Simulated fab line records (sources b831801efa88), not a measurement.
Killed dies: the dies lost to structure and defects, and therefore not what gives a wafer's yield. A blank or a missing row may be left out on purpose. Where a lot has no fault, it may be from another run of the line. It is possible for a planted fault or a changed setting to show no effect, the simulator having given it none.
Struck lot and sound lot, side by side -- flow sky130 -- 17 steps out of a route of 708
Sound: the wafers L670.1, L670.2, L670.6. Struck: wafer L681.5; the same lot's L681.1 was not struck, so it is left out; see the end for the cause.
At each step with rows: each side's tool, then ch and its chambers, then its first start. Under that, the readings that differ: sound wafers -- struck wafers -- difference of the means -- sigmas: that difference in standard deviations of wafers without a fault.
alike: readings whose means differ by less than 2 such deviations, and words and numbers that are the same on both sides. not compared: withheld readings, readings that some wafer has no value for, bounds like >300 that may hide the same value, and numbers for which the record gives no deviation and whose values overlap.
A row with sigmas, a row that says differs or no value, or rows on one side alone: a step with any of these is where the two part. Numbers that don't overlap but have no deviation are shown without sigmas and don't part them. Lack of a reading on every wafer of one side parts them only where that side has two or more wafers.

first, 1 step without rows for these wafers: SKY_VT_ADJUST_NCORE_IMPLANT_09.
SKY_VT_ADJUST_NCORE_STRIP_10: strips in O2/N2.
  sound on plasmaAsher-04 ch 0,1, day 9 11:48; struck on plasmaAsher-04 ch 0, day 12 07:40
  alike: drypumpMotorCurrentA, o2FlowSccm, oesProductAu, stripTimeToEndpointS
  not compared: rfHoursCounterH
SKY_VT_ADJUST_NCORE_TW_MEAS_11:
  sound: filmMetro-02 at day 9 11:54; struck: filmMetro-01 at day 12 07:46
  alike: VT_ADJUST_NCORE_TW
then, 7 steps without rows for these wafers: SKY_VT_ADJUST_HVTR_DEHYDRATE_00 (time 60 s); SKY_VT_ADJUST_HVTR_HMDS_01 (prime time 60 s); SKY_VT_ADJUST_HVTR_COAT_02 (resist thk 1140 nm); SKY_VT_ADJUST_HVTR_SOFTBAKE_03 (time 60 s); SKY_VT_ADJUST_HVTR_EXPOSE_04 (exposes mask HVTRM, target cd 380 nm); SKY_VT_ADJUST_HVTR_PEB_05; SKY_VT_ADJUST_HVTR_DEVELOP_06 (develop time 60 s).
SKY_VT_ADJUST_HVTR_CD_MEAS_07: target cd 380 nm.
  sound: cdSem-02 at day 10 09:30; struck: cdSem-02 at day 13 08:44
  alike: cdNm
SKY_VT_ADJUST_HVTR_OVL_MEAS_08:
  sound: overlay-01 at day 10 09:37; struck: overlay-02 at day 13 08:52
  alike: VT_ADJUST_HVTR_OVL
SKY_VT_ADJUST_HVTR_IMPLANT_09:
  sound on implanter-03 ch 0, day 10 09:39; struck on implanter-03 ch 0, day 13 08:53
reading,sound,struck,difference,sigmas
beamOnS (s),9.82 9.94 10.46,8.05,-2.02,-10
faradayCurrentUA,12.05 11.95 11.32,14.72,+2.95,+12
SKY_VT_ADJUST_HVTR_STRIP_10: strips in O2/N2.
  sound on plasmaAsher-02 ch 0,1, day 10 09:48; struck on plasmaAsher-04 ch 1, day 13 09:02
  alike: drypumpMotorCurrentA, o2FlowSccm, oesProductAu, stripTimeToEndpointS
  not compared: rfHoursCounterH
SKY_VT_ADJUST_HVTR_TW_MEAS_11:
  sound: filmMetro-03 at day 10 09:54; struck: filmMetro-02 at day 13 09:08
reading,sound,struck,difference,sigmas
VT_ADJUST_HVTR_TW,213.6 213.3 213.1,198.3,-15.0,-9
then, 1 step without rows for these wafers: SKY_VT_ADJUST_PCH_DEHYDRATE_00 (time 60 s).
-- the record jumps here: 36 days lie between the struck wafers' starts before and after (it left off in module VT_ADJUST_PCH and takes up again in module PAD_OPEN, whose first step shown is number 708 of the route) --
SKY_PAD_OPEN_PROBE_99:
  sound: prober-02 at day 46 16:31; struck: prober-01 at day 49 00:02
reading,sound,struck,difference,sigmas
killedDies,73 75 93,103,+23,+2
  alike: killed_at_M0_to_M3, killed_at_M4_up, killedAtContacts, killedAtFrontEnd, killedAtOther, killedOpen, killedShort
  not compared: model.etest.pfet_01v8_mvt.driveUaUm, model.etest.pfet_01v8_mvt.offLog10AUm, model.etest.pfet_01v8_mvt.vtSatV, model.etest.pfet_01v8_mvt.vtV, model.etest.pfet_01v8_mvt.vtLongV

== WHERE THEY PART ==
Earliest at SKY_VT_ADJUST_HVTR_IMPLANT_09; latest, in this record, at SKY_PAD_OPEN_PROBE_99.

WHY: whatever the simulator had introduced
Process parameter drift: implanter-03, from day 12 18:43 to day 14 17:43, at SKY_VT_ADJUST_HVTR_IMPLANT_09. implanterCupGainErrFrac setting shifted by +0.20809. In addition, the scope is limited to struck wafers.
